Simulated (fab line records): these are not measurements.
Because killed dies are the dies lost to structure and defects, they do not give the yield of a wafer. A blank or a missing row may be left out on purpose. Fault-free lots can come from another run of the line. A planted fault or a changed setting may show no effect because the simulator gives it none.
Chamber matching ; flow sky130 ; SKY_POLY_GATE_ETCH_17 on rie si-02: 4 sister chambers
The step etches poly-Si in HBr/Cl2, stops on SiO2, target depth 180 nm, time 70.5 s. 4 wafers are shown with their chamber, then 7 later ones without.

## WAFERS WITH THEIR CHAMBER
wafer;chamber;drypump motor current A (A)
L695.4;3;5.69
L697.6;1;5.38
L699.2;2;6.08
L699.4;0;5.69

## WAFERS WHOSE CHAMBER IS MISSING
wafer;drypump motor current A (A)
L699.6;5.71
L701.1;6.07
L701.3;5.70
L701.6;6.08
L703.4;6.06
L703.5;5.70
L703.6;5.38

## CHAMBER TAKEN BY EACH
wafer;from the rows above;in truth
L699.6;can't be placed: 0 or 3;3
L701.1;2;2
L701.3;can't be placed: 0 or 3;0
L701.6;2;2
L703.4;2;2
L703.5;can't be placed: 0 or 3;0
L703.6;1;1
4 of 7 placed correctly. These rows do not allow placing 3 (true chamber among the candidates in 3). Placed wrongly: 0.
How it was worked out, from the rows above alone: a wafer's distance from a chamber is the root of the sum, over the readings, of the square of ((its reading less the chamber's mean) divided by the reading's scatter). The wafer belongs to the nearest chamber; if the next one is less than 2 further off, it can't be placed. A chamber's mean is the mean of its shown wafers. The scatter: root of mean squared gap, hidden wafer to nearest shown wafer, with one shown wafer a chamber.
